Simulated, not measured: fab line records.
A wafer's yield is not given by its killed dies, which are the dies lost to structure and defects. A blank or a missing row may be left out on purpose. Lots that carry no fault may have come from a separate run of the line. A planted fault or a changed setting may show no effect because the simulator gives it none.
fab line records	flow gf180mcu
[record] lots = 24	wafers = 72	lastDay = 34
route steps=602 shown V3@446 M4@459 V4@477
lots untouched by any fault: they come from a run of this same line in which no faults occurred
startH: hours from the record's opening day to when the first of the lot's shown wafers began	waitH: hours from the lot's prior step to this one	" same as the row above	L1.1+2: one row covering several wafers at once	- no value present, or no start provided	* or withheld: withheld	< > ~ a bound
route shown NAME@n: NAME is a module with steps in the file, n the number in the route of the first one	usual: mean and standard deviation over wafers with no fault	same: alike in all rows	chamber/n: place in a boat	sites: the reading at each site	_std_site: the values' standard deviation	_edge_site: mean of outer sites minus mean of inner sites	radiusMm: how far each site lies from the wafer's centre	mask NAME#n: copy n	behind: the last tool/chamber to shape the wafer	hold: why the lot was held/for how many hours/how that ended	device: whichever transistor did not switch (one of n, p or np)	end of line: the route-end tests of the same wafers	a step without rows: its recipe alone	killed: dies that structure and defects cost at the first sort, which is not the same as the wafer's yield	map: a wafer's dies, marking killed ones x, the rest . and places with no die _
set.NAME: setting as actually run; set.NAME@STEP: the setting as run at that earlier step	model.NAME: the simulator's own value behind a step, which no gauge read
steps of the route over a sample of lots; a table a step, a row a wafer
services: when a tool's chamber went out of use (startH, in hours from the record's first day, below 0 if earlier), for how many hours, and the reason
[[steps]]
[step GF_V3_ETCH_17]
[recipe] chemistry = C4F8/O2/Ar	maskMaterial = KrF	target = SiO2	stopOn = TiN	sourceW = 1500	biasW = 1200	pressureMtorr = 40	c4f8FlowSccm = withheld	O2_flow_sccm = 6	Ar_flow_sccm = 300	timeS = withheld	targetDepthA = 6350
[usual] oesProductAu = 0.856/0.0047
lot.wafer	tool	chamber	startH	waitH	oesProductAu
L074.1	rieDiel-04	3	-	-	0.858
L074.3	"	1	"	"	0.858
L074.5	"	2	"	"	0.856
L075.2	rieDiel-02	3	-	-	0.863
L075.3	"	1	"	"	0.850
L075.6	"	3	"	"	0.850
L077.2	rieDiel-04	3	-	-	0.852
L077.3	"	0	"	"	0.852
L077.5	"	1	"	"	0.862
L076.2	rieDiel-04	0	-	-	0.858
L076.3	"	1	"	"	0.856
L076.5	"	2	"	"	0.853
L078.1	rieDiel-02	0	-	-	0.861
L078.2	"	3	"	"	0.860
L078.5	"	3	"	"	0.850
L079.3	rieDiel-02	0	-	-	0.853
L079.5	"	1	"	"	0.854
L079.6	"	2	"	"	0.858
L080.4	rieDiel-01	2	-	-	0.854
L080.5	"	3	"	"	0.854
L080.6	"	2	"	"	0.855
L081.1	rieDiel-04	1	-	-	0.851
L081.2	"	3	"	"	0.863
L081.3	"	0	"	"	0.857
L082.2	rieDiel-01	2	-	-	0.860
L082.3	"	1	"	"	0.855
L082.6	"	2	"	"	0.858
L083.4	rieDiel-02	3	-	-	0.851
L083.5	"	0	"	"	0.850
L083.6	"	1	"	"	0.850
L084.1	rieDiel-02	1	-	-	0.856
L084.4	"	3	"	"	0.845
L084.5	"	0	"	"	0.859
L085.1	rieDiel-04	1	-	-	0.851
L085.4	"	0	"	"	0.855
L085.6	"	0	"	"	0.853
L086.1	rieDiel-04	1	-	-	0.861
L086.2	"	2	"	"	0.854
L086.3	"	3	"	"	0.853
L087.3	rieDiel-01	3	-	-	0.862
L087.5	"	3	"	"	0.861
L087.6	"	0	"	"	0.859
L089.2	rieDiel-04	1	-	-	0.851
L089.4	"	2	"	"	0.858
L089.6	"	1	"	"	0.856
L088.2	rieDiel-04	3	-	-	0.854
L088.4	"	2	"	"	0.852
L088.5	"	3	"	"	0.853
L091.2	rieDiel-04	0	-	-	0.858
L091.3	"	1	"	"	0.864
L091.4	"	3	"	"	0.858
L090.1	rieDiel-01	2	-	-	0.857
L090.2	"	3	"	"	0.861
L090.3	"	0	"	"	0.858
L092.3	rieDiel-02	0	-	-	0.856
L092.5	"	2	"	"	0.864
L092.6	"	1	"	"	0.858
L093.2	rieDiel-04	0	-	-	0.858
L093.3	"	3	"	"	0.858
L093.6	"	0	"	"	0.864
L095.1	rieDiel-02	1	-	-	0.850
L095.3	"	2	"	"	0.856
L095.5	"	3	"	"	0.856
L094.1	rieDiel-04	3	-	-	0.865
L094.3	"	1	"	"	0.856
L094.5	"	3	"	"	0.858
L096.1	rieDiel-02	3	-	-	0.854
L096.3	"	1	"	"	0.855
L096.5	"	3	"	"	0.852
L097.2	rieDiel-02	1	-	-	0.860
L097.3	"	0	"	"	0.853
L097.5	"	1	"	"	0.853
[step GF_V3_RS_MEAS_24]
[recipe] thkMeasGauge = four-point-probe	reads = W_of_V3_CVD_23+TiN_of_V3_SPUTTER_22+Ti_of_V3_SPUTTER_21
[usual] V3_W_RS = 0.330/0.0042
lot.wafer	tool	chamber	startH	waitH	V3_W_RS[ohm/sq]
L074.1	filmMetro-01	-	523.02	0.1	0.336
L074.3	"	-	"	"	0.327
L074.5	"	-	"	"	0.326
L075.2	filmMetro-03	-	533.71	0.1	0.324
L075.3	"	-	"	"	0.321
L075.6	"	-	"	"	0.328
L077.2	filmMetro-03	-	535.58	0.1	0.333
L077.3	"	-	"	"	0.329
L077.5	"	-	"	"	0.328
L076.2	filmMetro-03	-	539.21	0.1	0.328
L076.3	"	-	"	"	0.334
L076.5	"	-	"	"	0.331
L078.1	filmMetro-02	-	552.18	0.1	0.329
L078.2	"	-	"	"	0.332
L078.5	"	-	"	"	0.325
L079.3	filmMetro-01	-	556.96	0.1	0.334
L079.5	"	-	"	"	0.337
L079.6	"	-	"	"	0.332
L080.4	filmMetro-03	-	570.26	0.1	0.335
L080.5	"	-	"	"	0.333
L080.6	"	-	"	"	0.333
L081.1	filmMetro-02	-	574.28	0.1	0.337
L081.2	"	-	"	"	0.328
L081.3	"	-	"	"	0.325
L082.2	filmMetro-03	-	589.49	0.1	0.326
L082.3	"	-	"	"	0.337
L082.6	"	-	"	"	0.335
L083.4	filmMetro-02	-	596.99	0.1	0.330
L083.5	"	-	"	"	0.334
L083.6	"	-	"	"	0.329
L084.1	filmMetro-03	-	602.24	0.1	0.334
L084.4	"	-	"	"	0.330
L084.5	"	-	"	"	0.327
L085.1	filmMetro-03	-	611.32	0.1	0.329
L085.4	"	-	"	"	0.325
L085.6	"	-	"	"	0.331
L086.1	filmMetro-01	-	618.03	0.1	0.335
L086.2	"	-	"	"	0.329
L086.3	"	-	"	"	0.337
L087.3	filmMetro-03	-	628.92	0.1	0.321
L087.5	"	-	"	"	0.325
L087.6	"	-	"	"	0.324
L089.2	filmMetro-03	-	642.81	0.1	0.332
L089.4	"	-	"	"	0.323
L089.6	"	-	"	"	0.331
L088.2	filmMetro-03	-	644.18	0.1	0.327
L088.4	"	-	"	"	0.327
L088.5	"	-	"	"	0.327
L091.2	filmMetro-01	-	656.00	0.1	0.333
L091.3	"	-	"	"	0.332
L091.4	"	-	"	"	0.334
L090.1	filmMetro-03	-	657.83	0.1	0.333
L090.2	"	-	"	"	0.326
L090.3	"	-	"	"	0.325
L092.3	filmMetro-01	-	667.16	0.1	0.324
L092.5	"	-	"	"	0.332
L092.6	"	-	"	"	0.326
L093.2	filmMetro-01	-	674.59	0.1	0.333
L093.3	"	-	"	"	0.333
L093.6	"	-	"	"	0.333
L095.1	filmMetro-01	-	677.53	0.1	0.327
L095.3	"	-	"	"	0.334
L095.5	"	-	"	"	0.339
L094.1	filmMetro-03	-	678.40	0.2	0.326
L094.3	"	-	"	"	0.322
L094.5	"	-	"	"	0.332
L096.1	filmMetro-03	-	688.47	0.1	0.331
L096.3	"	-	"	"	0.323
L096.5	"	-	"	"	0.334
L097.2	filmMetro-03	-	696.18	0.1	0.333
L097.3	"	-	"	"	0.333
L097.5	"	-	"	"	0.323
[step GF_V3_THK_MEAS_25]
[recipe] thkMeasGauge = xrf	reads = W_of_V3_CVD_23
[usual] V3_W_THK = 353/6.2
lot.wafer	tool	chamber	startH	waitH	V3_W_THK[nm]
L074.1	filmMetro-01	-	523.14	0.1	345
L074.3	"	-	"	"	353
L074.5	"	-	"	"	354
L075.2	filmMetro-03	-	533.82	0.1	358
L075.3	"	-	"	"	361
L075.6	"	-	"	"	353
L077.2	filmMetro-03	-	535.69	0.1	349
L077.3	"	-	"	"	352
L077.5	"	-	"	"	356
L076.2	filmMetro-03	-	539.32	0.1	351
L076.3	"	-	"	"	348
L076.5	"	-	"	"	350
L078.1	filmMetro-02	-	552.30	0.1	347
L078.2	"	-	"	"	345
L078.5	"	-	"	"	350
L079.3	filmMetro-01	-	557.06	0.1	347
L079.5	"	-	"	"	342
L079.6	"	-	"	"	348
L080.4	filmMetro-03	-	570.35	0.1	347
L080.5	"	-	"	"	349
L080.6	"	-	"	"	351
L081.1	filmMetro-02	-	574.40	0.1	337
L081.2	"	-	"	"	349
L081.3	"	-	"	"	350
L082.2	filmMetro-03	-	589.60	0.1	360
L082.3	"	-	"	"	348
L082.6	"	-	"	"	349
L083.4	filmMetro-02	-	597.08	0.1	353
L083.5	"	-	"	"	353
L083.6	"	-	"	"	355
L084.1	filmMetro-03	-	602.36	0.1	352
L084.4	"	-	"	"	356
L084.5	"	-	"	"	359
L085.1	filmMetro-03	-	611.44	0.1	353
L085.4	"	-	"	"	360
L085.6	"	-	"	"	353
L086.1	filmMetro-01	-	618.15	0.1	340
L086.2	"	-	"	"	347
L086.3	"	-	"	"	337
L087.3	filmMetro-03	-	629.02	0.1	364
L087.5	"	-	"	"	359
L087.6	"	-	"	"	360
L089.2	filmMetro-03	-	642.92	0.1	353
L089.4	"	-	"	"	364
L089.6	"	-	"	"	353
L088.2	filmMetro-03	-	644.29	0.1	357
L088.4	"	-	"	"	357
L088.5	"	-	"	"	359
L091.2	filmMetro-01	-	656.11	0.1	347
L091.3	"	-	"	"	348
L091.4	"	-	"	"	345
L090.1	filmMetro-03	-	657.95	0.1	352
L090.2	"	-	"	"	359
L090.3	"	-	"	"	360
L092.3	filmMetro-01	-	667.26	0.1	355
L092.5	"	-	"	"	346
L092.6	"	-	"	"	357
L093.2	filmMetro-01	-	674.70	0.1	348
L093.3	"	-	"	"	348
L093.6	"	-	"	"	349
L095.1	filmMetro-01	-	677.65	0.1	356
L095.3	"	-	"	"	349
L095.5	"	-	"	"	342
L094.1	filmMetro-03	-	678.52	0.1	359
L094.3	"	-	"	"	365
L094.5	"	-	"	"	356
L096.1	filmMetro-03	-	688.59	0.1	355
L096.3	"	-	"	"	365
L096.5	"	-	"	"	352
L097.2	filmMetro-03	-	696.29	0.1	353
L097.3	"	-	"	"	352
L097.5	"	-	"	"	364
[step GF_M4_SPUTTER_03]
[recipe] material = Ti	targetThkNm = 10	substrateTempC = 300	chamberPressurePa = 0.3	powerW = 3000	timeS = 6.7
[usual] throttleValvePct = 29.8/1.1
lot.wafer	tool	chamber	startH	waitH	throttleValvePct
L074.1	pvdSputter-03	-	523.66	0.0	30.1
L074.3	"	-	"	"	28.8
L074.5	"	-	"	"	30.0
L075.2	pvdSputter-01	-	534.33	0.0	30.4
L075.3	"	-	"	"	31.7
L075.6	"	-	"	"	29.0
L077.2	pvdSputter-02	-	536.21	0.0	29.0
L077.3	"	-	"	"	31.3
L077.5	"	-	"	"	28.5
L076.2	pvdSputter-02	-	539.83	0.0	28.4
L076.3	"	-	"	"	31.6
L076.5	"	-	"	"	31.4
L078.1	pvdSputter-03	-	552.82	0.0	28.5
L078.2	"	-	"	"	30.0
L078.5	"	-	"	"	30.0
L079.3	pvdSputter-02	-	557.56	0.0	30.7
L079.5	"	-	"	"	31.0
L079.6	"	-	"	"	30.7
L080.4	pvdSputter-02	-	570.84	0.0	28.3
L080.5	"	-	"	"	29.5
L080.6	"	-	"	"	28.6
L081.1	pvdSputter-03	-	575.06	0.0	30.0
L081.2	"	-	"	"	30.0
L081.3	"	-	"	"	28.4
L082.2	pvdSputter-01	-	590.11	0.0	28.0
L082.3	"	-	"	"	31.7
L082.6	"	-	"	"	30.5
L083.4	pvdSputter-01	-	597.57	0.0	28.9
L083.5	"	-	"	"	30.7
L083.6	"	-	"	"	29.1
L084.1	pvdSputter-02	-	602.88	0.0	31.4
L084.4	"	-	"	"	29.4
L084.5	"	-	"	"	29.3
L085.1	pvdSputter-01	-	611.96	0.0	28.1
L085.4	"	-	"	"	31.5
L085.6	"	-	"	"	31.3
L086.1	pvdSputter-01	-	618.67	0.0	31.6
L086.2	"	-	"	"	29.0
L086.3	"	-	"	"	27.8
L087.3	pvdSputter-03	-	629.52	0.0	30.1
L087.5	"	-	"	"	29.8
L087.6	"	-	"	"	30.1
L089.2	pvdSputter-01	-	643.43	0.0	31.5
L089.4	"	-	"	"	28.2
L089.6	"	-	"	"	30.5
L088.2	pvdSputter-02	-	644.80	0.0	29.2
L088.4	"	-	"	"	28.5
L088.5	"	-	"	"	29.3
L091.2	pvdSputter-01	-	656.62	0.0	31.4
L091.3	"	-	"	"	28.2
L091.4	"	-	"	"	30.7
L090.1	pvdSputter-03	-	658.47	0.0	30.1
L090.2	"	-	"	"	30.0
L090.3	"	-	"	"	28.5
L092.3	pvdSputter-02	-	667.76	0.0	28.6
L092.5	"	-	"	"	30.7
L092.6	"	-	"	"	31.4
L093.2	pvdSputter-02	-	675.21	0.0	30.5
L093.3	"	-	"	"	28.3
L093.6	"	-	"	"	30.5
L095.1	pvdSputter-02	-	678.17	0.0	30.5
L095.3	"	-	"	"	29.4
L095.5	"	-	"	"	29.1
L094.1	pvdSputter-01	-	679.04	0.0	28.9
L094.3	"	-	"	"	28.1
L094.5	"	-	"	"	28.2
L096.1	pvdSputter-03	-	689.11	0.0	28.1
L096.3	"	-	"	"	30.0
L096.5	"	-	"	"	30.0
L097.2	pvdSputter-01	-	696.80	0.0	30.9
L097.3	"	-	"	"	31.6
L097.5	"	-	"	"	30.7
[step GF_V4_THK_MEAS_01]
[recipe] reads = SiO2_of_V4_CVD_00
[usual] V4_CVD_00_THK = 600/6.8
lot.wafer	tool	chamber	startH	waitH	V4_CVD_00_THK[nm]
L074.1	filmMetro-02	-	547.04	0.0	601
L074.3	"	-	"	"	591
L074.5	"	-	"	"	593
L075.2	filmMetro-04	-	557.69	0.0	595
L075.3	"	-	"	"	608
L075.6	"	-	"	"	607
L077.2	filmMetro-04	-	559.39	0.0	604
L077.3	"	-	"	"	592
L077.5	"	-	"	"	597
L076.2	filmMetro-01	-	563.56	0.0	593
L076.3	"	-	"	"	593
L076.5	"	-	"	"	596
L078.1	filmMetro-02	-	575.70	0.0	602
L078.2	"	-	"	"	595
L078.5	"	-	"	"	597
L079.3	filmMetro-02	-	580.99	0.1	607
L079.5	"	-	"	"	607
L079.6	"	-	"	"	603
L080.4	filmMetro-01	-	593.92	0.0	608
L080.5	"	-	"	"	612
L080.6	"	-	"	"	601
L081.1	filmMetro-02	-	597.31	0.0	596
L081.2	"	-	"	"	610
L081.3	"	-	"	"	601
L082.2	filmMetro-02	-	612.27	0.0	598
L082.3	"	-	"	"	585
L082.6	"	-	"	"	592
L083.4	filmMetro-02	-	619.47	0.0	606
L083.5	"	-	"	"	610
L083.6	"	-	"	"	603
L084.1	filmMetro-01	-	624.89	0.0	591
L084.4	"	-	"	"	596
L084.5	"	-	"	"	610
L085.1	filmMetro-01	-	633.33	0.0	599
L085.4	"	-	"	"	605
L085.6	"	-	"	"	605
L086.1	filmMetro-02	-	640.04	0.0	593
L086.2	"	-	"	"	602
L086.3	"	-	"	"	595
L087.3	filmMetro-02	-	650.92	0.1	600
L087.5	"	-	"	"	582
L087.6	"	-	"	"	604
L089.2	filmMetro-04	-	663.70	0.0	606
L089.4	"	-	"	"	591
L089.6	"	-	"	"	596
L088.2	filmMetro-01	-	665.45	0.0	597
L088.4	"	-	"	"	592
L088.5	"	-	"	"	598
L091.2	filmMetro-04	-	677.15	0.0	602
L091.3	"	-	"	"	596
L091.4	"	-	"	"	595
L090.1	filmMetro-01	-	678.68	0.0	606
L090.2	"	-	"	"	591
L090.3	"	-	"	"	599
L092.3	filmMetro-04	-	687.95	0.1	613
L092.5	"	-	"	"	605
L092.6	"	-	"	"	594
L093.2	filmMetro-04	-	694.73	0.0	591
L093.3	"	-	"	"	605
L093.6	"	-	"	"	604
L095.1	filmMetro-02	-	697.78	0.0	585
L095.3	"	-	"	"	601
L095.5	"	-	"	"	598
L094.1	filmMetro-01	-	699.28	0.0	599
L094.3	"	-	"	"	611
L094.5	"	-	"	"	608
L096.1	filmMetro-01	-	708.24	0.0	594
L096.3	"	-	"	"	600
L096.5	"	-	"	"	594
L097.2	filmMetro-01	-	715.79	0.0	591
L097.3	"	-	"	"	594
L097.5	"	-	"	"	597
[step GF_V4_STRIP_18]
[recipe] chemistry = O2/N2	powerW = 1400	pressureMtorr = 1500	platenTempC = 250	o2FlowSccm = 3000	n2FlowSccm = 300	overashFraction = 0.5
[usual] drypumpMotorCurrentA = 5.5/0.35	heaterPowerW = 340/39	oesProductAu = 0.592/0.0044
lot.wafer	tool	chamber	startH	waitH	drypumpMotorCurrentA	heaterPowerW	oesProductAu	rfHoursCounterH
L074.1	plasmaAsher-01	1	570.33	-	5.4	310	0.588	93
L074.3	"	0	"	"	5.0	298	0.594	-
L074.5	"	1	"	"	5.4	313	0.594	-
L075.2	plasmaAsher-03	0	580.83	-	5.6	344	0.596	45
L075.3	"	0	"	"	5.6	348	0.588	-
L075.6	"	1	"	"	5.6	362	0.593	-
L077.2	plasmaAsher-01	1	582.24	-	5.4	308	0.594	94
L077.3	"	1	"	"	5.4	315	0.597	-
L077.5	"	1	"	"	5.4	308	0.591	-
L076.2	plasmaAsher-01	0	585.98	-	4.9	300	0.586	95
L076.3	"	0	"	"	5.0	298	0.592	-
L076.5	"	0	"	"	4.9	295	0.591	-
L078.1	plasmaAsher-01	0	597.69	-	5.0	294	0.592	96
L078.2	"	1	"	"	5.4	309	0.592	96
L078.5	"	1	"	"	5.4	308	0.590	-
L079.3	plasmaAsher-01	0	603.07	-	4.9	294	0.596	-
L079.5	"	0	"	"	5.0	296	0.590	-
L079.6	"	1	"	"	5.4	306	0.594	-
L080.4	plasmaAsher-03	0	615.97	-	5.6	343	0.595	-
L080.5	"	1	"	"	5.6	369	0.596	-
L080.6	"	0	"	"	5.6	345	0.593	-
L081.1	plasmaAsher-03	1	618.74	-	5.6	376	0.591	49
L081.2	"	0	"	"	5.6	346	0.597	49
L081.3	"	0	"	"	5.6	344	0.586	-
L082.2	plasmaAsher-02	1	633.94	-	6.0	431	0.593	23
L082.3	"	1	"	"	6.0	440	0.594	-
L082.6	"	1	"	"	6.0	418	0.590	-
L083.4	plasmaAsher-02	0	640.62	-	6.0	343	0.588	-
L083.5	"	0	"	"	6.0	331	0.589	-
L083.6	"	1	"	"	6.0	413	0.593	-
L084.1	plasmaAsher-02	0	645.84	-	6.0	336	0.586	24
L084.4	"	0	"	"	6.0	344	0.591	-
L084.5	"	1	"	"	6.0	423	0.595	-
L085.1	plasmaAsher-02	0	654.89	-	6.0	336	0.597	25
L085.4	"	0	"	"	6.0	339	0.588	-
L085.6	"	0	"	"	6.0	331	0.601	-
L086.1	plasmaAsher-02	0	661.18	-	6.0	341	0.586	26
L086.2	"	1	"	"	6.0	421	0.598	26
L086.3	"	1	"	"	6.0	432	0.592	-
L087.3	plasmaAsher-02	0	671.87	-	6.0	337	0.599	-
L087.5	"	1	"	"	6.0	423	0.599	-
L087.6	"	0	"	"	6.0	336	0.596	-
L089.2	plasmaAsher-03	0	683.69	-	5.6	345	0.591	56
L089.4	"	0	"	"	5.6	345	0.581	-
L089.6	"	0	"	"	5.6	351	0.587	-
L088.2	plasmaAsher-03	1	685.73	-	5.6	369	0.602	56
L088.4	"	0	"	"	5.6	348	0.594	-
L088.5	"	0	"	"	5.6	350	0.595	-
L091.2	plasmaAsher-01	1	696.95	-	5.5	306	0.588	107
L091.3	"	1	"	"	5.4	313	0.587	-
L091.4	"	0	"	"	5.0	297	0.588	-
L090.1	plasmaAsher-01	0	698.83	-	4.9	296	0.592	107
L090.2	"	1	"	"	5.4	316	0.586	107
L090.3	"	1	"	"	5.4	308	0.598	-
L092.3	plasmaAsher-03	0	707.63	-	5.6	356	0.595	-
L092.5	"	0	"	"	5.6	349	0.593	-
L092.6	"	1	"	"	5.6	356	0.595	-
L093.2	plasmaAsher-01	1	713.64	-	5.4	308	0.588	109
L093.3	"	0	"	"	5.0	303	0.593	-
L093.6	"	1	"	"	5.4	324	0.592	-
L095.1	plasmaAsher-01	1	716.43	-	5.4	304	0.590	109
L095.3	"	1	"	"	5.4	313	0.585	-
L095.5	"	1	"	"	5.4	303	0.593	-
L094.1	plasmaAsher-01	1	718.34	-	5.5	308	0.600	109
L094.3	"	0	"	"	5.0	298	0.593	-
L094.5	"	0	"	"	5.0	291	0.596	-
L096.1	plasmaAsher-03	1	727.29	-	5.6	363	0.592	60
L096.3	"	1	"	"	5.6	355	0.592	-
L096.5	"	1	"	"	5.6	358	0.584	-
L097.2	plasmaAsher-03	1	733.75	-	5.6	360	0.596	61
L097.3	"	1	"	"	5.6	361	0.596	-
L097.5	"	1	"	"	5.6	360	0.583	-
[[services]]
tool	chamber	startH	hours	kind
rieDiel-04	1	507.24	1.7	repair
rieDiel-01	0	509.84	2.8	repair
rieDiel-02	2	527.85	2.8	repair
pvdSputter-02	-	531.79	3.8	repair
pvdSputter-01	-	580.42	7.6	repair
plasmaAsher-02	-	588.00	2.2	repair
pvdSputter-03	-	599.17	2.7	repair
rieDiel-01	2	627.12	6.9	repair
rieDiel-04	3	633.20	7.6	repair
rieDiel-04	0	633.34	11.3	repair
plasmaAsher-03	-	633.45	2.0	repair
rieDiel-01	2	640.13	8.2	repair
rieDiel-04	2	655.42	29.9	repair
rieDiel-02	1	679.44	3.2	repair
pvdSputter-01	-	690.27	3.1	repair
pvdSputter-02	-	695.77	1.9	repair
rieDiel-04	-	699.36	1.2	repair
rieDiel-02	1	700.59	8.1	repair
rieDiel-01	-	702.45	0.3	repair
rieDiel-04	-	710.52	0.7	repair
pvdSputter-01	-	712.98	2.2	repair
pvdSputter-01	-	722.39	36.2	repair
rieDiel-02	-	728.91	2.8	pm
plasmaAsher-01	-	733.75	9.0	pm
[[key]]
fault none
